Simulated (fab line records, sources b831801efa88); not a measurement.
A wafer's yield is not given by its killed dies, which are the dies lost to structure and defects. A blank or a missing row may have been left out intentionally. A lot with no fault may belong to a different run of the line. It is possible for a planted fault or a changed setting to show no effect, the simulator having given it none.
A lot that was struck, set against a sound lot    flow sky130    16 steps out of a route of 708
Sound: these wafers, L854.1, L854.3, L854.5. Struck: wafers L860.2, L860.3. (L860.4 of the same lot was not struck and is left out.) The cause comes at the end.
Each step with rows lists, per side, the tool, then ch with its chambers, then its first start. Under that, the readings that differ: sound wafers    struck wafers    difference of the means    sigmas: that difference in standard deviations of wafers without a fault.
alike: readings with means less than 2 such deviations apart, plus words and numbers identical on both sides. not compared: withheld readings, readings lacking a value on some wafer, bounds such as >300 that could conceal the same value, and numbers that have no deviation in the record and whose values overlap.
The two part at a step that has a row with sigmas, a row that says differs or no value, or rows on one side only. Numbers that have no deviation but don't overlap get no sigmas and don't part them. Lack of a reading on every wafer of one side parts them only where that side has two or more wafers.

first, 8 steps without rows for these wafers: SKY_METAL1_DEHYDRATE_07 (time 60 s); SKY_METAL1_HMDS_08 (prime time 60 s); SKY_METAL1_COAT_09 (resist thk 60 nm); SKY_METAL1_COAT_10 (resist thk 450 nm); SKY_METAL1_SOFTBAKE_11 (time 90 s); SKY_METAL1_EXPOSE_12 (exposes mask MM1, target cd 140 nm); SKY_METAL1_PEB_13; SKY_METAL1_DEVELOP_14 (develop time 60 s).
SKY_METAL1_CD_MEAS_15 targets a cd of 140 nm.
  sound: cd_sem-02 at day 33 13:17; struck: cd_sem-02 at day 35 17:15
  alike: cd_nm
SKY_METAL1_OVL_MEAS_16:
  sound: overlay-02 at day 33 13:24; struck: overlay-01 at day 35 17:22
  alike: METAL1_OVL
SKY_METAL1_DESCUM_17: chemistry O2, time 8 s.
  sound on rie_metal-01 ch 1, day 33 13:26; struck on rie_metal-03 ch 1, day 35 17:23
reading                      sound           struck     difference  sigmas
drypump_motor_current_A (A)  5.37 5.37 5.37  6.01 6.04  +0.66       +2
  alike: oes_product_au
  not compared: rf_hours_counter_h
SKY_METAL1_ETCH_18: etches BARC in N2/H2, stops on SiO2, time 45.9 s, target depth 60 nm.
  sound on rie_metal-01 ch 1, day 33 13:30; struck on rie_metal-03 ch 1, day 35 17:25
reading                      sound           struck     difference  sigmas
drypump_motor_current_A (A)  5.36 5.38 5.38  6.05 6.02  +0.66       +2
  alike: h2_flow_sccm, oes_product_au, throttle_valve_pct
  not compared: rf_hours_counter_h
SKY_METAL1_METAL_ETCH_19: etches the open film in Cl2/BCl3, stops on SiO2, target depth 360 nm, time 78 s.
  sound on rie_metal-01 ch 1, day 33 13:38; struck on rie_metal-03 ch 1, day 35 17:29
reading                                        sound              struck           difference  sigmas
drypump_motor_current_A (A)                    5.36 5.35 5.37     6.00 6.00        +0.64       +2
oes_product_au (a.u.)                          0.851 0.863 0.860  0.807 0.792      -0.058      -9
over_etch_frac                                 0.3 0.3 0.3        0.47053 0.47053  +0.17053    
model.KrF-thick_of_METAL1_COAT_10.thk_nm (nm)  159.6 157.9 157.5  124.3 123        -34.7       
  alike: throttle_valve_pct
  not compared: rf_hours_counter_h, model.METAL1.cd_nm
SKY_METAL1_STRIP_20: strips in O2/N2.
  sound on plasma_asher-04 ch 0,1, day 33 13:49; struck on plasma_asher-01 ch 1, day 35 17:34
reading                       sound              struck       difference  sigmas
oes_product_au (a.u.)         0.347 0.342 0.336  0.319 0.330  -0.017      -3
strip_time_to_endpoint_s (s)  2.71 2.68 2.67     2.30 2.29    -0.39       -9
  alike: drypump_motor_current_A
  not compared: rf_hours_counter_h
then, 1 step without rows for these wafers: SKY_METAL1_STRIP_21 (strips in post etch residue remover, time 1200 s).
-- the record jumps here: 12 days lie between the struck wafers' starts before and after (it left off in module METAL1 and takes up again in module PAD_OPEN, whose first step shown is number 708 of the route) --
SKY_PAD_OPEN_PROBE_99:
  sound: prober-01 at day 46 08:35; struck: prober-01 at day 48 00:14
reading                   sound        struck   difference  sigmas
sort_bin_3_pad_short (%)  0.4 0.2 1.2  1.4 1.8  +1.0        +2
  alike: defect_limited_yield, killed_at_M0_to_M3, killed_at_M4_up, killed_at_contacts, killed_at_front_end, killed_dies, killed_open, killed_short, sort_bin_5_function, sort_bin_6_memory, sort_n_pass, sort_yield_pct

== WHERE THEY PART ==
Last at SKY_PAD_OPEN_PROBE_99 as far as this record goes, first at SKY_METAL1_DESCUM_17.

WHY: whatever the simulator had introduced
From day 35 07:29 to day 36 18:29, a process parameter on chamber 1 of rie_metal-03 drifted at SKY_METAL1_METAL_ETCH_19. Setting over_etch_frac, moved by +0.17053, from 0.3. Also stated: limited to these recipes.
